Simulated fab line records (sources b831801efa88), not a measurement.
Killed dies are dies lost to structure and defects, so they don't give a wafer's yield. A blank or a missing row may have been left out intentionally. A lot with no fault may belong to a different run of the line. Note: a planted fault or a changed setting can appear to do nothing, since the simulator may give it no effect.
A single fault, viewed from 2 desks || flow sky130 || every desk sees just its own numbers, and what lay behind them comes last

## THE TOOL OWNER'S DESK: rie diel-04
The tool's own readings at SKY_VIA3_ETCH_15 (etches SiO2 in C4F8/O2/Ar, stops on TiN, target depth 507 nm, time 78 s): means of the sampled wafers that have a number, for each lot that ran on this tool. Marked OUT: a lot whose mean sits more than 4 standard deviations from the usual mean, which makes it out of limits; the brackets give that distance.
Columns: A = oes product au at SKY_VIA3_ETCH_15, usual 0.946 a.u.; B = run length s at SKY_VIA3_ETCH_15, usual 106.4 s
{"lot": "L251", "first seen here": "day 38 08:22", "A": 0.945, "B": 106.5}
{"lot": "L252", "first seen here": "day 39 12:27", "A": 0.949, "B": 106.4}
{"lot": "L256", "first seen here": "day 41 10:03", "A": "0.973 (+5.4) OUT", "B": "101.8 (-9.0) OUT"}
{"lot": "L258", "first seen here": "day 42 06:35", "A": "0.974 (+5.5) OUT", "B": "101.7 (-9.2) OUT"}
{"lot": "L267", "first seen here": "day 44 23:18", "A": 0.945, "B": 106.2}
{"lot": "L274", "first seen here": "day 46 17:01", "A": 0.942, "B": 106.5}
This desk's verdict: out of limits on L256, L258, starting with L256 at day 41 10:03 (oes product au at SKY_VIA3_ETCH_15). L251, L252, L267, L274 stayed within limits.

## FROM THE METROLOGY DESK
Lot by lot, what the gauges showed, no matter which tool ran the lot: averages of those sampled wafers that carry a number. Marked OUT: a lot whose mean sits more than 4 standard deviations from the usual mean, which makes it out of limits; the brackets give that distance.
Columns: A = VIA3_HDPCVD_THK at SKY_VIA3_THK_MEAS_01, usual 1640 nm
{"lot": "L251", "first seen here": "day 37 06:56", "A": 1629}
{"lot": "L252", "first seen here": "day 38 09:37", "A": 1645}
{"lot": "L256", "first seen here": "day 40 09:05", "A": 1692}
{"lot": "L258", "first seen here": "day 41 05:53", "A": 1626}
{"lot": "L264", "first seen here": "day 44 00:43", "A": 1644}
{"lot": "L267", "first seen here": "day 44 01:19", "A": 1641}
{"lot": "L263", "first seen here": "day 44 04:19", "A": 1628}
{"lot": "L269", "first seen here": "day 44 06:23", "A": 1622}
{"lot": "L270", "first seen here": "day 44 07:57", "A": 1639}
{"lot": "L271", "first seen here": "day 44 21:32", "A": 1657}
{"lot": "L272", "first seen here": "day 45 13:22", "A": 1645}
{"lot": "L274", "first seen here": "day 45 19:48", "A": 1652}
This desk's verdict: no lot among the 12 shows anything out of limits.

## ALL TOGETHER
On L256, L258, at day 41 10:03, an alarm was possible from the tool owner's desk.
Metrology desk: nothing out of limits seen.
The metrology desk holds a record of L256, L258, inside its limits.
Every lot named ran SKY_VIA3_ETCH_15 on rie diel-04.

## WHAT THE SIMULATOR PUT IN
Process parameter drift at SKY_VIA3_ETCH_15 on rie diel-04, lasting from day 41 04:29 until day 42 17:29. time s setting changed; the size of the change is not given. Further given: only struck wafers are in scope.
Lots struck among those shown: L256, L258.
Hours from the fault's start to each desk's first reading out of limits: the tool owner's desk, 6.
